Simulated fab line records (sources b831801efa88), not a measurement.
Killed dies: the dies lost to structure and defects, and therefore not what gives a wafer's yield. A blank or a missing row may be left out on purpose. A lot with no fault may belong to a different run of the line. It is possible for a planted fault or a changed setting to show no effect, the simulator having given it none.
Problem report, 8D (eight disciplines) form, completed by code | flow sky130 | the parts of the form that need people (team, actions taken, sign-off) are left out

1. THE PROBLEM
At SKY_PAD_OPEN_PROBE_99, killed_at_M4_up averages 24.2 over 6 wafers from 2 lots, while fault-free wafers read 3.2, standard deviation 1.9. Measured from the usual mean, that is +11 standard deviations.
First observed at day 50 01:26: wafer L692.2, on prober-01. The record holds 33 wafers of 11 lots with a number at this step. Rule for "out" (also "out of limits"): further than 4 standard deviations from the usual mean. Any other wafer with a number is counted as sound.

2. WHAT IT IS, WHAT IT ISN'T
question                    | is                     | is not
which readings at this step | killed_at_M4_up        | killed_at_M0_to_M3, killedAtContacts, killedAtOther, killedOpen, killedShort, sort_bin_6_memory
which lots                  | L692, L693             | L678, L679, L680, L681, L684, L685, L694, L698, L700
which wafers of those lots  | all that have a number | -
read on which tools         | prober-01, prober-02   | -
when                        | from day 50 01:26      | up to then (18 sound wafers); but 9 sound wafers of L694, L698, L700 came after

3. SUSPECTS, AND WHAT RULES EACH OUT
Counting: a tool stays on the suspect list if, at a process step up to the reading, it processed all lots that are out and no sound lot following the first of them.
- cvdW-01 at SKY_VIA4_CVD_18 (deposits W, target thk 505 nm, time 152.14 s): kept. Every lot that is out went through it, starting with L692 (day 47 16:18), and after that it ran no sound lot; the last sound lot it ran before then is L685 (day 44 14:44).
The count leaves cvdW-01 at SKY_VIA4_CVD_18.

4. THE CAUSE (what the simulator had put in)
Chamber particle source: cvdW-01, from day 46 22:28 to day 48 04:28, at SKY_VIA4_CVD_18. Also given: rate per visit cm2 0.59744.
This tool alone remained once counting was done.

5. THE EFFECT CHAIN, in route order
Each row: a reading where the mean over the struck wafers with a number is more than 3 standard deviations away from the usual. Readings are gone through only where the record gives a usual standard deviation; hours: the median, over the lots, of the time from a lot's start at the first step in this table giving one to that lot's start at this step; sigmas: the change measured in usual standard deviations.
hours | step                  | reading         | usual | on struck wafers | change | sigmas
0     | SKY_PAD_OPEN_PROBE_99 | killed_at_M4_up | 3.2   | 24.2             | +21.0  | +11
0     | SKY_PAD_OPEN_PROBE_99 | killedOnRim     | 16    | 28               | +12    | +3.5
Process steps it contains:
- SKY_PAD_OPEN_PROBE_99

6. HOW IT WOULD HAVE BEEN CAUGHT EARLIER
The fault began at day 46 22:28; the first out-of-limits reading in this record came at day 50 01:26, 75 hours later.
Tool readings at SKY_VIA4_CVD_18 with a usual standard deviation given in the record: none out on any struck wafer, hence no alarm at a limit of 4 standard deviations on them.
By day 50 01:26 the whole set of lots that are out, 2 in number, had already begun SKY_VIA4_CVD_18 on cvdW-01. None of them would have been spared by holding the tool at that moment.
